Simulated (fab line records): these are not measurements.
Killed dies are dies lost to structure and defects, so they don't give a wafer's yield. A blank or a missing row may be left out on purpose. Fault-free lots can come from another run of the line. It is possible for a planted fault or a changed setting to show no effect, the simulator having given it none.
fab line records | flow sky130 | part 1 of 2: steps 1 to 32 of 46
record lots=5 wafers=15 last-day=50
route steps=708 shown VT_ADJUST_LVTN@111 VT_ADJUST_NCORE@119 VT_ADJUST_HVTR@131 VT_ADJUST_PCH@143 SONOS_TUNNEL@154
lots untouched by any fault: they come from a run of this same line in which no faults occurred
start-h: hours from the record's opening day to when the first of the lot's shown wafers began | wait-h: hours from the lot's prior step to this one | " as in the row above | L1.1+2: several wafers, shown together as one row | - value missing, or start not given | * or withheld: withheld | < > ~ a bound
route shown NAME@n: NAME is a module with steps in the file, n the number in the route of the first one | usual: the fault-free wafers' mean and standard deviation | same: alike in all rows | chamber/n: place in a boat | sites: each site's reading | _std_site: their standard deviation | _edge_site: the outer-site mean with the inner-site mean subtracted | radius-mm: how far each site lies from the wafer's centre | mask NAME#n: copy n | behind: the last tool/chamber to shape the wafer | hold: why the lot was held/for how many hours/how that ended | device: whichever transistor did not switch (one of n, p or np) | end of line: the same wafers' tests at the end of the route | for a step that has no rows: nothing shown but its recipe | killed: the dies lost at the first sort to structure and to defects; this is not the yield of the wafer | map: shows each die of a wafer: x if killed, . if not, _ if none is there
set.NAME: setting as actually run; set.NAME@STEP: the setting as run at that earlier step | model.NAME: the simulator's own value behind a step, which no gauge read
lots at some steps of the route; a table a step, a row a wafer
services: when a tool's chamber went out of use (start-h, in hours from the record's first day, below 0 if earlier), for how many hours, and the reason
## steps
# step SKY_VT_ADJUST_LVTN_SOFTBAKE_14
# recipe temp-c=90 time-s=60 resist=NOVOLAK
# columns lot.wafer tool chamber start-h wait-h
L080.1+2+6 litho-track-04 0 194.19 0.1
L091.2+3+4 litho-track-02 0 284.66 0.1
L093.3+4+5 litho-track-02 0 292.54 0.1
L095.1+2+6 litho-track-03 0 297.97 0.1
L097.1+2+3 litho-track-03 0 312.62 0.1
# step SKY_VT_ADJUST_LVTN_EXPOSE_15
# recipe mask-id=HVN_STD_DERIVED na=0.6 source-shape=conventional sigma-outer=0.6 polarization=unpolarized target-cd-nm=600 dose-mj=163
# columns lot.wafer tool chamber start-h wait-h mask
L080.1+2+6 iline-stepper-01 0 - - HVN_STD_DERIVED#0
L091.2+3+4 iline-stepper-01 0 - - HVN_STD_DERIVED#0
L093.3+4+5 iline-stepper-02 0 - - HVN_STD_DERIVED#0
L095.1+2+6 iline-stepper-02 0 - - HVN_STD_DERIVED#0
L097.1+2+3 iline-stepper-02 0 - - HVN_STD_DERIVED#0
# step SKY_VT_ADJUST_LVTN_PEB_16
# recipe temp-c=withheld time-s=* resist=NOVOLAK
# columns lot.wafer tool chamber start-h wait-h
L080.1+2+6 litho-track-02 0 - -
L091.2+3+4 litho-track-04 0 - -
L093.3+4+5 litho-track-02 0 - -
L095.1+2+6 litho-track-02 0 - -
L097.1+2+3 litho-track-04 0 - -
# step SKY_VT_ADJUST_LVTN_DEVELOP_17
# recipe resist=NOVOLAK developer=TMAH develop-time-s=60 dev-temp-c=23
# columns lot.wafer tool chamber start-h wait-h
L080.1+2+6 litho-track-02 0 204.49 0.1
L091.2+3+4 litho-track-04 0 297.66 0.1
L093.3+4+5 litho-track-02 0 305.29 0.1
L095.1+2+6 litho-track-02 0 310.64 0.1
L097.1+2+3 litho-track-04 0 326.69 0.1
# step SKY_VT_ADJUST_LVTN_OVL_MEAS_18
# usual VT_ADJUST_LVTN_01_OVL=-1.5/1.2
# columns lot.wafer tool chamber start-h wait-h VT_ADJUST_LVTN_01_OVL[nm]
L080.1 overlay-01 - 204.64 0.1 -1.1
L080.2 " - " " -2.2
L080.6 " - " " -2.4
L091.2 overlay-02 - 297.80 0.1 -2.8
L091.3 " - " " -1.2
L091.4 " - " " -2.0
L093.3 overlay-02 - 305.40 0.1 -3.3
L093.4 " - " " -3.0
L093.5 " - " " -2.7
L095.1 overlay-01 - 310.79 0.1 -0.7
L095.2 " - " " 0.5
L095.6 " - " " -1.5
L097.1 overlay-02 - 326.84 0.1 -1.9
L097.2 " - " " -0.5
L097.3 " - " " -2.3
# step SKY_VT_ADJUST_LVTN_IMPLANT_19
# recipe species=B energy-kev=30 dose-cm2=6.5e+11 tilt-deg=withheld
# usual end-station-pressure-torr=5.03e-06/2.6e-07
# columns lot.wafer tool chamber start-h wait-h end-station-pressure-torr
L080.1 implanter-03 0 204.67 0.0 5.34e-06
L080.2 " 0 " " 4.67e-06
L080.6 " 0 " " 5.16e-06
L091.2 implanter-03 0 297.85 0.0 4.88e-06
L091.3 " 0 " " 5.38e-06
L091.4 " 0 " " 4.91e-06
L093.3 implanter-04 0 305.47 0.1 4.34e-06
L093.4 " 0 " " 4.57e-06
L093.5 " 0 " " 4.86e-06
L095.1 implanter-04 0 310.82 0.0 5.19e-06
L095.2 " 0 " " 4.5e-06
L095.6 " 0 " " 4.79e-06
L097.1 implanter-04 0 326.88 0.0 5.14e-06
L097.2 " 0 " " 4.96e-06
L097.3 " 0 " " 5.22e-06
# step SKY_VT_ADJUST_LVTN_STRIP_20
# recipe chemistry=O2/N2 power-w=1400 pressure-mtorr=1500 platen-temp-c=withheld o2-flow-sccm=3000 n2-flow-sccm=300 overash-fraction=0.5
# usual drypump-motor-current-A=5.8/0.38 oes-product-au=0.716/0.0045 strip-time-to-endpoint-s=14.19/0.048
# columns lot.wafer tool chamber start-h wait-h drypump-motor-current-A oes-product-au rf-hours-counter-h strip-time-to-endpoint-s
L080.1 plasma-asher-03 1 204.82 0.1 5.8 0.718 56 14.12
L080.2 " 0 " " 5.3 0.719 56 14.17
L080.6 " 1 " " 5.8 0.716 - 14.21
L091.2 plasma-asher-01 0 297.98 0.1 5.7 0.721 65 14.09
L091.3 " 0 " " 5.7 0.713 - 14.14
L091.4 " 1 " " 6.6 0.714 - 14.15
L093.3 plasma-asher-01 1 305.61 0.1 6.5 0.712 - 14.13
L093.4 " 0 " " 5.8 0.714 - 14.15
L093.5 " 1 " " 6.6 0.719 - 14.18
L095.1 plasma-asher-04 1 310.97 0.1 6.1 0.712 50 14.24
L095.2 " 0 " " 5.8 0.713 50 14.21
L095.6 " 1 " " 6.1 0.710 - 14.23
L097.1 plasma-asher-04 0 327.03 0.1 5.7 0.719 51 14.17
L097.2 " 1 " " 6.1 0.718 51 14.17
L097.3 " 1 " " 6.1 0.711 - 14.21
# step SKY_VT_ADJUST_LVTN_TW_MEAS_21
# usual VT_ADJUST_LVTN_2_TW=187.9/0.92
# columns lot.wafer tool chamber start-h wait-h VT_ADJUST_LVTN_2_TW
L080.1 film-metro-03 - 204.92 0.1 187.7
L080.2 " - " " 187.6
L080.6 " - " " 187.4
L091.2 film-metro-04 - 298.09 0.1 187.0
L091.3 " - " " 186.7
L091.4 " - " " 186.7
L093.3 film-metro-02 - 305.69 0.1 188.9
L093.4 " - " " 188.2
L093.5 " - " " 189.3
L095.1 film-metro-03 - 311.07 0.1 190.1
L095.2 " - " " 188.8
L095.6 " - " " 189.0
L097.1 film-metro-03 - 327.13 0.1 188.5
L097.2 " - " " 187.6
L097.3 " - " " 187.8
# step SKY_VT_ADJUST_NCORE_DEHYDRATE_00
# recipe temp-c=200 time-s=60
# columns lot.wafer tool chamber start-h wait-h
L080.1+2+6 litho-track-02 0 215.39 10.5
L091.2+3+4 litho-track-01 0 310.06 12.0
L093.3+4+5 litho-track-01 0 317.88 12.2
L095.1+2+6 litho-track-04 0 324.19 13.1
L097.1+2+3 litho-track-02 0 339.49 12.4
# step SKY_VT_ADJUST_NCORE_HMDS_01
# recipe prime-time-s=60 prime-temp-c=120
# same prime-time-s=60
# columns lot.wafer tool chamber start-h wait-h
L080.1+2+6 litho-track-02 0 215.54 0.1
L091.2+3+4 litho-track-01 0 310.21 0.1
L093.3+4+5 litho-track-01 0 318.03 0.1
L095.1+2+6 litho-track-04 0 324.34 0.1
L097.1+2+3 litho-track-02 0 339.64 0.1
# step SKY_VT_ADJUST_NCORE_COAT_02
# recipe resist=NOVOLAK spin-rpm=3000 resist-thk-nm=1140
# columns lot.wafer tool chamber start-h wait-h
L080.1+2+6 litho-track-02 0 215.69 0.1
L091.2+3+4 litho-track-01 0 310.36 0.1
L093.3+4+5 litho-track-01 0 318.18 0.1
L095.1+2+6 litho-track-04 0 324.49 0.1
L097.1+2+3 litho-track-02 0 339.79 0.1
# step SKY_VT_ADJUST_NCORE_SOFTBAKE_03
# recipe temp-c=90 time-s=60 resist=NOVOLAK
# columns lot.wafer tool chamber start-h wait-h
L080.1+2+6 litho-track-02 0 215.84 0.1
L091.2+3+4 litho-track-01 0 310.51 0.1
L093.3+4+5 litho-track-01 0 318.33 0.1
L095.1+2+6 litho-track-04 0 324.64 0.1
L097.1+2+3 litho-track-02 0 339.94 0.1
# step SKY_VT_ADJUST_NCORE_EXPOSE_04
# recipe mask-id=LVTN_COMPLEMENT_THIN na=0.6 source-shape=conventional sigma-outer=0.6 polarization=unpolarized target-cd-nm=380 dose-mj=139.9
# columns lot.wafer tool chamber start-h wait-h mask
L080.1+2+6 iline-stepper-01 0 - - LVTN_COMPLEMENT_THIN#0
L091.2+3+4 iline-stepper-02 0 - - LVTN_COMPLEMENT_THIN#0
L093.3+4+5 iline-stepper-02 0 - - LVTN_COMPLEMENT_THIN#0
L095.1+2+6 iline-stepper-02 0 - - LVTN_COMPLEMENT_THIN#0
L097.1+2+3 iline-stepper-01 0 - - LVTN_COMPLEMENT_THIN#0
# step SKY_VT_ADJUST_NCORE_PEB_05
# recipe temp-c=withheld time-s=* resist=NOVOLAK
# columns lot.wafer tool chamber start-h wait-h
L080.1+2+6 litho-track-01 0 - -
L091.2+3+4 litho-track-02 0 - -
L093.3+4+5 litho-track-04 0 - -
L095.1+2+6 litho-track-04 0 - -
L097.1+2+3 litho-track-01 0 - -
# step SKY_VT_ADJUST_NCORE_DEVELOP_06
# recipe resist=NOVOLAK developer=TMAH develop-time-s=60 dev-temp-c=23
# columns lot.wafer tool chamber start-h wait-h
L080.1+2+6 litho-track-01 0 227.03 0.1
L091.2+3+4 litho-track-02 0 324.06 0.1
L093.3+4+5 litho-track-04 0 331.19 0.1
L095.1+2+6 litho-track-04 0 337.09 0.1
L097.1+2+3 litho-track-01 0 353.88 0.1
# step SKY_VT_ADJUST_NCORE_CD_MEAS_07
# recipe target-cd-nm=380
# usual cd-nm=380.2/2.7
# columns lot.wafer tool chamber start-h wait-h cd-nm
L080.1 cd-sem-02 - 227.18 0.1 380.4
L080.2 " - " " 382.9
L080.6 " - " " 380.4
L091.2 cd-sem-02 - 324.21 0.1 379.1
L091.3 " - " " 382.4
L091.4 " - " " 384.6
L093.3 cd-sem-01 - 331.33 0.1 375.9
L093.4 " - " " 377.1
L093.5 " - " " 376.6
L095.1 cd-sem-02 - 337.34 0.2 379.6
L095.2 " - " " 379.4
L095.6 " - " " 381.1
L097.1 cd-sem-02 - 354.03 0.1 381.5
L097.2 " - " " 381.6
L097.3 " - " " 382.8
# step SKY_VT_ADJUST_NCORE_OVL_MEAS_08
# usual VT_ADJUST_NCORE_OVL=-0.4/1.5
# columns lot.wafer tool chamber start-h wait-h VT_ADJUST_NCORE_OVL[nm]
L080.1 overlay-02 - 227.30 0.1 -2.7
L080.2 " - " " -2.5
L080.6 " - " " -1.0
L091.2 overlay-02 - 324.31 0.1 -1.1
L091.3 " - " " -2.8
L091.4 " - " " -0.7
L093.3 overlay-01 - 331.42 0.1 0.8
L093.4 " - " " -0.4
L093.5 " - " " 1.9
L095.1 overlay-02 - 337.46 0.1 -1.5
L095.2 " - " " -1.1
L095.6 " - " " -0.8
L097.1 overlay-02 - 354.15 0.1 -2.8
L097.2 " - " " -2.4
L097.3 " - " " -3.1
# step SKY_VT_ADJUST_NCORE_IMPLANT_09
# recipe species=B energy-kev=10 dose-cm2=2.4e+12 tilt-deg=withheld
# usual end-station-pressure-torr=5.02e-06/2.6e-07
# columns lot.wafer tool chamber start-h wait-h end-station-pressure-torr
L080.1 implanter-01 0 227.34 0.0 4.89e-06
L080.2 " 0 " " 5.42e-06
L080.6 " 0 " " 4.85e-06
L091.2 implanter-03 0 324.37 0.0 5.45e-06
L091.3 " 0 " " 5.05e-06
L091.4 " 0 " " 4.82e-06
L093.3 implanter-01 0 331.50 0.1 5.01e-06
L093.4 " 0 " " 4.78e-06
L093.5 " 0 " " 5.7e-06
L095.1 implanter-01 0 337.49 0.0 4.66e-06
L095.2 " 0 " " 4.88e-06
L095.6 " 0 " " 5.07e-06
L097.1 implanter-02 0 354.19 0.0 4.79e-06
L097.2 " 0 " " 4.48e-06
L097.3 " 0 " " 4.94e-06
# step SKY_VT_ADJUST_NCORE_STRIP_10
# recipe chemistry=O2/N2 power-w=1400 pressure-mtorr=1500 platen-temp-c=withheld o2-flow-sccm=3000 n2-flow-sccm=300 overash-fraction=0.5
# usual drypump-motor-current-A=5.67/0.29 oes-product-au=0.716/0.0043 strip-time-to-endpoint-s=14.19/0.038
# columns lot.wafer tool chamber start-h wait-h drypump-motor-current-A oes-product-au rf-hours-counter-h strip-time-to-endpoint-s
L080.1 plasma-asher-04 0 227.49 0.1 5.74 0.708 41 14.25
L080.2 " 1 " " 6.10 0.715 41 14.27
L080.6 " 0 " " 5.72 0.717 - 14.20
L091.2 plasma-asher-02 0 324.49 0.1 5.30 0.721 15 14.14
L091.3 " 0 " " 5.30 0.719 - 14.15
L091.4 " 1 " " 5.56 0.713 - 14.12
L093.3 plasma-asher-04 0 331.63 0.1 5.73 0.713 - 14.24
L093.4 " 1 " " 6.09 0.720 - 14.21
L093.5 " 0 " " 5.76 0.713 - 14.20
L095.1 plasma-asher-04 1 337.64 0.1 6.11 0.718 52 14.19
L095.2 " 0 " " 5.73 0.717 52 14.21
L095.6 " 0 " " 5.71 0.718 - 14.20
L097.1 plasma-asher-04 1 354.34 0.1 6.08 0.715 54 14.21
L097.2 " 0 " " 5.79 0.713 54 14.22
L097.3 " 1 " " 6.08 0.711 - 14.21
# step SKY_VT_ADJUST_NCORE_TW_MEAS_11
# usual VT_ADJUST_NCORE_TW=219.0/1
# columns lot.wafer tool chamber start-h wait-h VT_ADJUST_NCORE_TW
L080.1 film-metro-04 - 227.59 0.1 219.0
L080.2 " - " " 220.4
L080.6 " - " " 219.7
L091.2 film-metro-02 - 324.60 0.1 218.8
L091.3 " - " " 218.4
L091.4 " - " " 218.5
L093.3 film-metro-01 - 331.71 0.1 217.5
L093.4 " - " " 218.1
L093.5 " - " " 217.4
L095.1 film-metro-01 - 337.74 0.1 220.7
L095.2 " - " " 219.9
L095.6 " - " " 220.8
L097.1 film-metro-01 - 354.44 0.1 219.0
L097.2 " - " " 219.6
L097.3 " - " " 219.3
# step SKY_VT_ADJUST_HVTR_DEHYDRATE_00
# recipe temp-c=200 time-s=60
# columns lot.wafer tool chamber start-h wait-h
L080.1+2+6 litho-track-03 0 238.62 11.0
L091.2+3+4 litho-track-03 0 337.24 12.6
L093.3+4+5 litho-track-01 0 344.88 13.2
L095.1+2+6 litho-track-03 0 350.72 13.0
L097.1+2+3 litho-track-01 0 367.23 12.8
# step SKY_VT_ADJUST_HVTR_HMDS_01
# recipe prime-time-s=60 prime-temp-c=120
# same prime-time-s=60
# columns lot.wafer tool chamber start-h wait-h
L080.1+2+6 litho-track-03 0 238.77 0.1
L091.2+3+4 litho-track-03 0 337.39 0.1
L093.3+4+5 litho-track-01 0 345.03 0.1
L095.1+2+6 litho-track-03 0 350.87 0.1
L097.1+2+3 litho-track-01 0 367.38 0.1
# step SKY_VT_ADJUST_HVTR_COAT_02
# recipe resist=NOVOLAK spin-rpm=3000 resist-thk-nm=1140
# columns lot.wafer tool chamber start-h wait-h
L080.1+2+6 litho-track-03 0 238.92 0.1
L091.2+3+4 litho-track-03 0 337.54 0.1
L093.3+4+5 litho-track-01 0 345.18 0.1
L095.1+2+6 litho-track-03 0 351.02 0.1
L097.1+2+3 litho-track-01 0 367.53 0.1
# step SKY_VT_ADJUST_HVTR_SOFTBAKE_03
# recipe temp-c=90 time-s=60 resist=NOVOLAK
# columns lot.wafer tool chamber start-h wait-h
L080.1+2+6 litho-track-03 0 239.07 0.1
L091.2+3+4 litho-track-03 0 337.69 0.1
L093.3+4+5 litho-track-01 0 345.33 0.1
L095.1+2+6 litho-track-03 0 351.17 0.1
L097.1+2+3 litho-track-01 0 367.68 0.1
# step SKY_VT_ADJUST_HVTR_EXPOSE_04
# recipe mask-id=HVTRM target-cd-nm=380 na=0.6 source-shape=conventional sigma-outer=0.6 dose-mj=150
# columns lot.wafer tool chamber start-h wait-h mask
L080.1+2+6 iline-stepper-02 0 - - HVTRM#0
L091.2+3+4 iline-stepper-02 0 - - HVTRM#0
L093.3+4+5 iline-stepper-01 0 - - HVTRM#0
L095.1+2+6 iline-stepper-02 0 - - HVTRM#0
L097.1+2+3 iline-stepper-02 0 - - HVTRM#0
# step SKY_VT_ADJUST_HVTR_PEB_05
# recipe temp-c=withheld time-s=* resist=NOVOLAK
# columns lot.wafer tool chamber start-h wait-h
L080.1+2+6 litho-track-01 0 - -
L091.2+3+4 litho-track-02 0 - -
L093.3+4+5 litho-track-02 0 - -
L095.1+2+6 litho-track-02 0 - -
L097.1+2+3 litho-track-01 0 - -
# step SKY_VT_ADJUST_HVTR_DEVELOP_06
# recipe develop-time-s=60 dev-temp-c=23
# columns lot.wafer tool chamber start-h wait-h
L080.1+2+6 litho-track-01 0 250.83 0.1
L091.2+3+4 litho-track-02 0 351.16 0.1
L093.3+4+5 litho-track-02 0 358.99 0.1
L095.1+2+6 litho-track-02 0 364.64 0.1
L097.1+2+3 litho-track-01 0 382.58 0.1
# step SKY_VT_ADJUST_HVTR_CD_MEAS_07
# recipe target-cd-nm=380
# usual cd-nm=380.0/2.1
# columns lot.wafer tool chamber start-h wait-h cd-nm
L080.1 cd-sem-01 - 250.98 0.1 378.9
L080.2 " - " " 382.0
L080.6 " - " " 379.1
L091.2 cd-sem-02 - 351.31 0.1 379.5
L091.3 " - " " 379.6
L091.4 " - " " 380.0
L093.3 cd-sem-02 - 359.13 0.1 378.8
L093.4 " - " " 379.8
L093.5 " - " " 378.7
L095.1 cd-sem-02 - 364.79 0.1 378.2
L095.2 " - " " 377.9
L095.6 " - " " 380.2
L097.1 cd-sem-01 - 382.73 0.1 380.4
L097.2 " - " " 380.3
L097.3 " - " " 377.1
# step SKY_VT_ADJUST_HVTR_OVL_MEAS_08
# usual VT_ADJUST_HVTR_OVL=-0.7/1.2
# columns lot.wafer tool chamber start-h wait-h VT_ADJUST_HVTR_OVL[nm]
L080.1 overlay-02 - 251.10 0.1 -1.3
L080.2 " - " " 0.5
L080.6 " - " " -2.3
L091.2 overlay-02 - 351.41 0.1 -1.9
L091.3 " - " " -0.5
L091.4 " - " " -0.2
L093.3 overlay-01 - 359.22 0.1 -1.2
L093.4 " - " " 0.0
L093.5 " - " " -1.3
L095.1 overlay-02 - 364.91 0.1 0.7
L095.2 " - " " 1.3
L095.6 " - " " 1.6
L097.1 overlay-01 - 382.85 0.1 0.3
L097.2 " - " " 0.0
L097.3 " - " " -1.7
# step SKY_VT_ADJUST_HVTR_IMPLANT_09
# recipe species=B energy-kev=10 dose-cm2=2.1e+12 tilt-deg=withheld
# usual end-station-pressure-torr=4.99e-06/2.6e-07
# columns lot.wafer tool chamber start-h wait-h end-station-pressure-torr
L080.1 implanter-03 0 251.14 0.0 5.03e-06
L080.2 " 0 " " 5.03e-06
L080.6 " 0 " " 5.13e-06
L091.2 implanter-02 0 351.47 0.0 5e-06
L091.3 " 0 " " 5.14e-06
L091.4 " 0 " " 5.36e-06
L093.3 implanter-03 0 359.29 0.1 4.76e-06
L093.4 " 0 " " 5.11e-06
L093.5 " 0 " " 4.66e-06
L095.1 implanter-03 0 364.94 0.0 5.11e-06
L095.2 " 0 " " 4.99e-06
L095.6 " 0 " " 4.76e-06
L097.1 implanter-04 0 382.89 0.0 5.05e-06
L097.2 " 0 " " 4.65e-06
L097.3 " 0 " " 4.84e-06
# step SKY_VT_ADJUST_HVTR_STRIP_10
# recipe chemistry=O2/N2 power-w=1400 pressure-mtorr=1500 platen-temp-c=withheld o2-flow-sccm=3000 n2-flow-sccm=300 overash-fraction=0.5
# usual drypump-motor-current-A=5.7/0.41 oes-product-au=0.716/0.0049 strip-time-to-endpoint-s=14.18/0.039
# columns lot.wafer tool chamber start-h wait-h drypump-motor-current-A oes-product-au rf-hours-counter-h strip-time-to-endpoint-s
L080.1 plasma-asher-01 1 251.29 0.1 6.6 0.718 60 14.12
L080.2 " 0 " " 5.7 0.713 60 14.11
L080.6 " 0 " " 5.7 0.716 - 14.11
L091.2 plasma-asher-01 1 351.59 0.1 6.5 0.725 70 14.14
L091.3 " 0 " " 5.7 0.718 - 14.13
L091.4 " 1 " " 6.5 0.713 - 14.13
L093.3 plasma-asher-03 0 359.42 0.1 5.3 0.716 - 14.18
L093.4 " 1 " " 5.8 0.710 - 14.13
L093.5 " 1 " " 5.7 0.703 - 14.18
L095.1 plasma-asher-02 0 365.09 0.1 5.3 0.717 20 14.16
L095.2 " 1 " " 5.6 0.714 20 14.18
L095.6 " 1 " " 5.6 0.720 - 14.25
L097.1 plasma-asher-02 0 383.04 0.1 5.3 0.715 22 14.17
L097.2 " 1 " " 5.6 0.715 22 14.24
L097.3 " 1 " " 5.6 0.716 - 14.27
# step SKY_VT_ADJUST_HVTR_TW_MEAS_11
# usual VT_ADJUST_HVTR_TW=211.0/1.2
# columns lot.wafer tool chamber start-h wait-h VT_ADJUST_HVTR_TW
L080.1 film-metro-03 - 251.39 0.1 210.9
L080.2 " - " " 211.7
L080.6 " - " " 210.0
L091.2 film-metro-01 - 351.70 0.1 211.7
L091.3 " - " " 212.3
L091.4 " - " " 212.9
L093.3 film-metro-03 - 359.51 0.1 212.3
L093.4 " - " " 212.2
L093.5 " - " " 213.4
L095.1 film-metro-01 - 365.19 0.1 210.4
L095.2 " - " " 210.0
L095.6 " - " " 210.9
L097.1 film-metro-04 - 383.14 0.1 211.1
L097.2 " - " " 210.1
L097.3 " - " " 209.7
